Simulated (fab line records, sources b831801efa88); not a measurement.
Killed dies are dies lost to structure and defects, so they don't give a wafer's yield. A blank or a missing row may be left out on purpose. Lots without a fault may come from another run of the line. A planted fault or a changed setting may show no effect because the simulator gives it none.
Which tool did it? | flow sky130 | 7 lots, 21 wafers sampled, at 3 steps of a route of 708

WHAT THE GAUGES READ, wafer by wafer
SKY_VIA1_OVL_MEAS_13.
lot  | measured     | on         | VIA1_OVL (nm)
L468 | day 34 15:04 | overlay-01 | 1 3 -2
L471 | day 36 04:15 | overlay-01 | -6 -8 0
L476 | day 37 16:20 | overlay-02 | -1 -1 3
L482 | day 39 05:44 | overlay-02 | 8 12 9
L484 | day 39 19:19 | overlay-01 | 5 0 -2
L486 | day 40 04:31 | overlay-01 | 8 6 3
L488 | day 40 18:05 | overlay-01 | 15 3 7

WHICH TOOL RAN EACH LOT (tool, then ch and the chambers of the sampled wafers, then the start)
lot  | SKY_CONTACT_STRIP_19                 | SKY_METAL1_METAL_ETCH_19
L468 | plasma_asher-04 ch 0,1, day 32 07:08 | rie_metal-01 ch 1, day 33 11:12
L471 | plasma_asher-02 ch 0,1, day 33 20:14 | rie_metal-04 ch 0,1, day 35 00:20
L476 | plasma_asher-04 ch 0,1, day 35 10:37 | rie_metal-01 ch 0,1, day 36 13:55
L482 | plasma_asher-02 ch 0,1, day 37 00:26 | rie_metal-01 ch 0,1, day 38 03:43
L484 | plasma_asher-04 ch 0,1, day 37 15:16 | rie_metal-04 ch 0,1, day 38 18:06
L486 | plasma_asher-04 ch 0,1, day 38 00:14 | rie_metal-04 ch 0,1, day 39 03:14
L488 | plasma_asher-03 ch 0,1, day 38 15:28 | rie_metal-01 ch 0,1, day 39 16:44
- SKY_CONTACT_STRIP_19: strips in O2/N2.
- SKY_METAL1_METAL_ETCH_19: etches the open film in Cl2/BCl3, stops on SiO2, target depth 360 nm, time 78 s.

THE ANSWER, worked out from the rows above alone
Rule: what is usual is taken from the lots themselves. Put in order of their means at a reading, lots are off if they are a third of the lots or fewer, leave a main group of 4 or more, and stand apart from it by a gap of 3 or more times the standard deviation of the main group's means; of several such gaps the widest counts. A main group whose means are all the same, to the digits that the tables above print for the reading, isn't used. A lot without any number at a reading at which 4 lots or more have one is off too. The other lots that the step has rows for count as sound.
No lot is off at any reading shown: from this, nothing can be told.

WHAT THE SIMULATOR HAD PUT IN
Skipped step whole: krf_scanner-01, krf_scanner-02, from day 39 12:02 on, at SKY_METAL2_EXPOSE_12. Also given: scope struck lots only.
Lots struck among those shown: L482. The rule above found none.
